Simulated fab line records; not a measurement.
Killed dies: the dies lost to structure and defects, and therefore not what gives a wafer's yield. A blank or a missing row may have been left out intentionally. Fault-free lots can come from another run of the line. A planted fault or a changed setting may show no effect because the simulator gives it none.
Matching of chambers ; flow gf180mcu ; 4 sister chambers for GF_V4_CMP_04 on cmp-02
The step polishes SiO2. 8 wafers are shown with their chamber, then 11 later ones without.

WAFERS, EACH WITH ITS CHAMBER
wafer;chamber;motor current A (A);time to endpoint s (s)
L081.1;2;12.5;74
L081.4;1;13.5;78
L083.1;3;13.2;78
L083.5;3;13.4;85
L085.1;2;12.7;75
L085.2;1;14.4;74
L085.3;0;12.4;70
L086.2;0;12.3;74

WAFERS WITH NO CHAMBER GIVEN
wafer;motor current A (A);time to endpoint s (s)
L086.4;12.4;85
L086.5;13.7;87
L091.1;11.7;76
L091.5;13.8;85
L091.6;13.7;92
L094.2;13.4;79
L094.3;12.6;72
L094.4;12.8;87
L096.3;13.8;78
L096.4;14.0;83
L096.6;14.4;86

EACH ONE'S CHAMBER
wafer;from the rows above;in truth
L086.4;can't be placed: 3 or 2 or 0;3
L086.5;can't be placed: 3 or 1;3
L091.1;can't be placed: 0 or 2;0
L091.5;can't be placed: 3 or 1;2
L091.6;can't be placed: 3 or 1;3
L094.2;can't be placed: 3 or 1 or 2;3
L094.3;can't be placed: 0 or 2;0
L094.4;can't be placed: 3 or 2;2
L096.3;can't be placed: 1 or 3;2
L096.4;can't be placed: 3 or 1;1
L096.6;can't be placed: 1 or 3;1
Correctly placed: 0 of 11. From these rows, 11 cannot be placed; in 9 the true chamber is one of the candidates. Placed wrongly: 0.
How it was worked out, from the rows above alone: a wafer's distance from a chamber is the root of the sum, over the readings, of the square of ((its reading less the chamber's mean) divided by the reading's scatter). If the next closest chamber is less than 2 further off than the closest, the wafer can't be placed; otherwise it belongs to the closest. For every chamber, the mean is computed from those of its wafers that are shown. The scatter: the root of (the sum of the squares of (reading less its chamber's mean) over the shown wafers, divided by (wafers less chambers)).
